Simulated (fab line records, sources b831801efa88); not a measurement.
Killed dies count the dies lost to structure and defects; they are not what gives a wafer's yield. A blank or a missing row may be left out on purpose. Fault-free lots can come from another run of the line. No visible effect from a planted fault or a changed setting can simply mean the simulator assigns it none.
Which tool was responsible? -- flow gf180mcu -- 14 lots with 42 wafers sampled at 2 steps, on a route of 602 steps

WHAT THE GAUGES READ, wafer by wafer
GF_V2_RS_MEAS_24: the measuring method here is four-point-probe.
lot,measured,on,V2_W_RS (ohm/sq)
L614,day 20 04:32,filmMetro-02,0.326 0.327 0.330
L615,day 20 15:52,filmMetro-01,0.329 0.331 0.328
L617,day 21 15:56,filmMetro-04,0.324 0.320 0.325
L618,day 22 00:19,filmMetro-04,0.334 0.331 0.333
L620,day 22 14:53,filmMetro-04,0.324 0.330 0.328
L621,day 23 01:14,filmMetro-01,0.330 0.332 0.329
L622,day 23 09:46,filmMetro-02,0.332 0.326 0.326
L623,day 23 16:05,filmMetro-04,0.326 0.332 0.326
L624,day 24 03:40,filmMetro-04,0.323 0.329 0.326
L629,day 25 17:34,filmMetro-04,0.329 0.327 0.330
L630,day 26 00:38,filmMetro-04,0.324 0.326 0.325
L631,day 26 08:50,filmMetro-04,0.320 0.324 0.321
L633,day 26 20:44,filmMetro-01,0.329 0.329 0.330
L632,day 26 21:13,filmMetro-01,0.328 0.320 0.321

TOOL THAT RAN EACH LOT (tool first, then ch and the chambers of the sampled wafers, then the start)
lot,GF_V2_CVD_23
L614,"cvdW-01 ch 0,1, day 20 04:25"
L615,"cvdW-02 ch 0,1, day 20 15:43"
L617,"cvdW-02 ch 0,1, day 21 15:49"
L618,"cvdW-01 ch 0,1, day 22 00:13"
L620,"cvdW-01 ch 0,1, day 22 14:46"
L621,"cvdW-01 ch 0,1, day 23 01:07"
L622,"cvdW-01 ch 0,1, day 23 09:39"
L623,"cvdW-01 ch 0,1, day 23 15:58"
L624,"cvdW-02 ch 0,1, day 24 03:33"
L629,"cvdW-01 ch 0,1, day 25 17:28"
L630,"cvdW-02 ch 0,1, day 26 00:30"
L631,"cvdW-02 ch 0,1, day 26 08:43"
L633,"cvdW-01 ch 0,1, day 26 20:37"
L632,"cvdW-02 ch 1, day 26 21:00"
- GF_V2_CVD_23: deposits W, target thk 350 nm, time 104.94 s.

WHAT THE TOOLS THEMSELVES READ (means of the sampled wafers that have a number; where no wafer has one, the mark that the record gives instead)
GF_V2_CVD_23.
lot,tool,chamberPressureTorr (Torr),heaterPowerW (W)
L614,cvdW-01,40.04,954
L615,cvdW-02,39.91,920
L617,cvdW-02,40.00,928
L618,cvdW-01,40.03,971
L620,cvdW-01,39.99,970
L621,cvdW-01,40.04,970
L622,cvdW-01,40.01,975
L623,cvdW-01,40.10,896
L624,cvdW-02,39.97,928
L629,cvdW-01,39.96,882
L630,cvdW-02,39.99,888
L631,cvdW-02,41.03,913
L633,cvdW-01,40.02,974
L632,cvdW-02,41.52,966

THE ANSWER, worked out from the rows above alone
Rule: the lots themselves supply what counts as usual. The widest of any qualifying gaps counts: lots, ordered by their means at a reading, are off when they make up no more than a third of the lots, leave a main group of 4 or more, and stand apart from it by 3 or more times the standard deviation of that group's means. If all means in a main group match to the digits the tables above print for the reading, that group is not used. Also off: a lot with no number at a reading for which 4 or more lots have one. The other lots that the step has rows for count as sound. After the gauges, taken in route order, come the tools' own readings; for these a lot's mean is taken, as printed above. The first step at which some lot is off is used, and at that step the reading that is off furthest; a lot without a number counts as furthest.
Off: L631, L632 (GF_V2_CVD_23, chamberPressureTorr). The main group: mean 40.01 Torr, standard deviation 0.046.
If a tool, at that step or one of the process steps before it, ran each lot that is off and ran no sound lot following the first of them, it fits. One fits: GF_V2_CVD_23 on cvdW-02. A fault onset in the window from L630 (day 26 00:30, its last sound lot) to L631 (day 26 08:43, its first lot off) fits.
The tool's own readings at GF_V2_CVD_23 bear it out: on the lots that are off they differ by more than 5 times the standard deviation of the sound lots' means. chamberPressureTorr reads 41.28 Torr there against 40.01 Torr on the sound lots.

WHAT WAS PUT IN BY THE SIMULATOR
cvdW-02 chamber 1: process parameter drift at GF_V2_CVD_23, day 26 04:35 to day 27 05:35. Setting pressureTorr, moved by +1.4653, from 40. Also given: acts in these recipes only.
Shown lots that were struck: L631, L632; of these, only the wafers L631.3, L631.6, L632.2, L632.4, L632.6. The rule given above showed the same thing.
